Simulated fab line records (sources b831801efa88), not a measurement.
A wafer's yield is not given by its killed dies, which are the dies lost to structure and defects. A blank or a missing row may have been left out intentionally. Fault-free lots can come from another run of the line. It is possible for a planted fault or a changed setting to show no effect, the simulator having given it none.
2 desks looking at one fault :: flow sfq_line :: what lay behind the numbers comes last; until then each desk has only its own

## THE METROLOGY DESK
What the gauges read, lot by lot, whatever tool the lot ran on: means of the sampled wafers that have a number. Marked OUT: a lot whose mean sits more than 4 standard deviations from the usual mean, which makes it out of limits; the brackets give that distance.
Columns: A = M0_NB_RS at SFQ_M0_RS_MEAS_904, usual 0.892 ohm/sq
lot: L588
first seen here: day 7 12:48
A: 0.892

lot: L590
first seen here: day 8 09:12
A: 0.872

lot: L593
first seen here: day 9 15:44
A: 0.888

lot: L597
first seen here: day 10 18:07
A: 0.886

lot: L598
first seen here: day 11 02:28
A: 0.885

lot: L599
first seen here: day 11 09:40
A: 0.766 (-13) OUT

lot: L600
first seen here: day 11 18:04
A: 0.768 (-13) OUT

lot: L603
first seen here: day 12 07:16
A: 0.882

lot: L605
first seen here: day 12 19:16
A: 0.897

lot: L607
first seen here: day 13 13:16
A: 0.891

lot: L608
first seen here: day 14 07:26
A: 0.900

lot: L609
first seen here: day 14 14:37
A: 0.883

lot: L610
first seen here: day 15 00:23
A: 0.893

lot: L611
first seen here: day 15 07:25
A: 0.895
This desk's finding: out of limits on L599, L600; first on L599, day 11 09:40 (M0_NB_RS at SFQ_M0_RS_MEAS_904). In limits: L588, L590, L593, L597, L598, L603, L605, L607, L608, L609, L610, L611.

## FOR THE TOOL OWNER'S DESK: pvd_sputter-06
The tool's own readings at SFQ_TRILAYER_M0_DEP_SPUTTER_019 (material Nb, target thk 200 nm, time 133.3 s): means of the sampled wafers that have a number, for each lot that ran on this tool. Marked OUT: a lot whose mean sits more than 4 standard deviations from the usual mean, which makes it out of limits; the brackets give that distance.
Columns: A = resputter_cathode_voltage_v at SFQ_TRILAYER_M0_DEP_SPUTTER_019, usual 400 V; B = throttle_valve_pct at SFQ_TRILAYER_M0_DEP_SPUTTER_019, usual 30.2 %
lot: L593
first seen here: day 9 15:35
A: 400
B: 31.3

lot: L599
first seen here: day 11 09:35
A: 404
B: 31.3

lot: L600
first seen here: day 11 17:59
A: 401
B: 31.2

lot: L611
first seen here: day 15 07:18
A: 400
B: 31.0
This desk's finding: nothing out of limits on any of the 4 lots.

## TAKEN TOGETHER
An alarm was possible from the metrology desk at day 11 09:40, on L599, L600.
The desk of the tool owner found nothing out of limits.
Tool owner's desk: L599, L600 on record, inside its limits.
Every lot named ran SFQ_TRILAYER_M0_DEP_SPUTTER_019 on pvd_sputter-06.

## WHAT THE SIMULATOR HAD PUT IN
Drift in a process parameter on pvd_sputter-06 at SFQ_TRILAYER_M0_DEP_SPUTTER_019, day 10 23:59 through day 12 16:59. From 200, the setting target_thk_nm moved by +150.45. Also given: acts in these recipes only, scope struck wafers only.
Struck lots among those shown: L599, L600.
Hours from the fault's start to each desk's first reading out of limits: the metrology desk, 10.
